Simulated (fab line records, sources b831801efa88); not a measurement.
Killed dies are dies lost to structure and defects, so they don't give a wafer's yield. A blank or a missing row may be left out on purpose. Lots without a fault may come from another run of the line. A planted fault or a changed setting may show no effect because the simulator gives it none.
A struck lot beside a sound one | flow sky130 | 26 steps out of a route of 708
Sound: wafers L511.1, L511.4, L511.6. Struck: wafers L504.1, L504.3. (L504.6 of the same lot was not struck and is left out.) The cause comes at the end.
At each step with rows: each side's tool, then ch and its chambers, then its first start. Under that, the readings that differ: sound wafers | struck wafers | difference of the means | sigmas: that difference in standard deviations of wafers without a fault.
alike: readings whose means differ by less than 2 such deviations, and words and numbers that are the same on both sides. not compared: withheld readings, readings that some wafer has no value for, bounds like >300 that may hide the same value, and numbers for which the record gives no deviation and whose values overlap.
The two part at a step that has a row with sigmas, a row that says differs or no value, or rows on one side only. Numbers that don't overlap but have no deviation are shown without sigmas and don't part them. A reading that every wafer of one side lacks parts them only if that side has two wafers or more.

first, 3 steps without rows for these wafers: SKY_CAP2M_EXPOSE_09 (exposes mask CAP2M, target cd 1000 nm); SKY_CAP2M_PEB_10; SKY_CAP2M_DEVELOP_11 (develop time 60 s).
SKY_CAP2M_OVL_MEAS_12:
  sound on overlay-01, day 46 02:46; struck on overlay-01, day 44 09:01
  alike: CAP2M_OVL
SKY_CAP2M_METAL_ETCH_13: etches TiN in Cl2/BCl3, stops on SiO2, target depth 220 nm, time 62.9 s.
  sound on rie_metal-03 ch 1, day 46 02:48; struck on rie_metal-03 ch 1, day 44 09:03
  alike: drypump_motor_current_A, he_backside_leak_sccm, oes_product_au, throttle_valve_pct
  not compared: rf_hours_counter_h
SKY_CAP2M_STRIP_14: strips in O2/N2.
  sound on plasma_asher-04 ch 0,1, day 46 02:52; struck on plasma_asher-02 ch 0,1, day 44 09:08
  alike: drypump_motor_current_A, oes_product_au, strip_time_to_endpoint_s
  not compared: rf_hours_counter_h
then, 6 steps without rows for these wafers: SKY_CAP2M_STRIP_15 (strips in post etch residue remover, time 1200 s); SKY_CAP2M_CLEAN_16 (cleans in IPA, time 180 s); SKY_CAP2M_CLEAN_17 (cleans in O3/DIW); SKY_METAL4_DEHYDRATE_05 (time 60 s); SKY_METAL4_HMDS_06 (prime time 60 s); SKY_METAL4_COAT_07 (resist thk 60 nm).
SKY_METAL4_COAT_08: resist thk 1140 nm.
  sound on litho_track-03 ch 0, day 46 13:00; struck on litho_track-01 ch 0, day 44 20:00
  reading                                       | sound          | struck    | difference | sigmas
  model.KrF-thick_of_METAL4_COAT_08.thk_nm (nm) | 1139 1138 1138 | 1172 1172 | +34        |
  alike: chill_plate_temp_C
then, 4 steps without rows for these wafers: SKY_METAL4_SOFTBAKE_09 (time 90 s); SKY_METAL4_EXPOSE_10 (exposes mask MM4, target cd 300 nm); SKY_METAL4_PEB_11; SKY_METAL4_DEVELOP_12 (develop time 60 s).
SKY_METAL4_CD_MEAS_13: target cd 300 nm.
  sound on cd_sem-02, day 46 23:53; struck on cd_sem-02, day 45 07:08
  reading    | sound             | struck      | difference | sigmas
  cd_nm (nm) | 298.4 299.0 299.4 | 301.2 302.3 | +2.8       | +2
SKY_METAL4_OVL_MEAS_14:
  sound on overlay-01, day 47 00:01; struck on overlay-01, day 45 07:16
  alike: METAL4_OVL
SKY_METAL4_DESCUM_15: chemistry O2, time 8 s.
  sound on rie_metal-02 ch 0, day 47 00:02; struck on rie_metal-04 ch 0,1, day 45 07:17
  alike: drypump_motor_current_A, he_backside_leak_sccm, oes_product_au
  not compared: rf_hours_counter_h
SKY_METAL4_ETCH_16: etches BARC in N2/H2, stops on SiO2, time 88.2 s, target depth 60 nm.
  sound on rie_metal-02 ch 0, day 47 00:05; struck on rie_metal-04 ch 0,1, day 45 07:20
  alike: drypump_motor_current_A, he_backside_leak_sccm, oes_product_au, throttle_valve_pct
  not compared: rf_hours_counter_h
SKY_METAL4_ETCH_17: etches SiO2 in C4F8/O2/Ar, stops on TiN, time 3.9 s, target depth 15 nm.
  sound on rie_diel-04 ch 1,2, day 47 00:10; struck on rie_diel-04 ch 1,3, day 45 07:25
  alike: oes_product_au
  not compared: rf_hours_counter_h
SKY_METAL4_METAL_ETCH_18: etches the open film in Cl2/BCl3, stops on SiO2, target depth 845 nm, time 183.1 s.
  sound on rie_metal-01 ch 0,1, day 47 00:11; struck on rie_metal-02 ch 0,1, day 45 07:26
  reading                                       | sound             | struck      | difference | sigmas
  he_backside_leak_sccm (sccm)                  | 5.76 3.29 3.21    | 3.66 3.09   | -0.71      | -3
  model.KrF-thick_of_METAL4_COAT_08.thk_nm (nm) | 528.9 533.5 526.9 | 553.7 555.7 | +24.9      |
  alike: drypump_motor_current_A, oes_product_au, throttle_valve_pct
  not compared: rf_hours_counter_h
SKY_METAL4_STRIP_19: strips in O2/N2.
  sound on plasma_asher-03 ch 0,1, day 47 00:22; struck on plasma_asher-04 ch 0, day 45 07:37
  reading                      | sound          | struck    | difference | sigmas
  strip_time_to_endpoint_s (s) | 6.56 6.60 6.53 | 6.80 6.82 | +0.25      | +3
  alike: drypump_motor_current_A, oes_product_au
  not compared: rf_hours_counter_h
then, 2 steps without rows for these wafers: SKY_METAL4_STRIP_20 (strips in post etch residue remover, time 1200 s); SKY_PAD_OPEN_PROBE_99.

WHERE THEY PART
First at SKY_METAL4_CD_MEAS_13; last, within this record, at SKY_METAL4_STRIP_19.

WHY: what the simulator had put in
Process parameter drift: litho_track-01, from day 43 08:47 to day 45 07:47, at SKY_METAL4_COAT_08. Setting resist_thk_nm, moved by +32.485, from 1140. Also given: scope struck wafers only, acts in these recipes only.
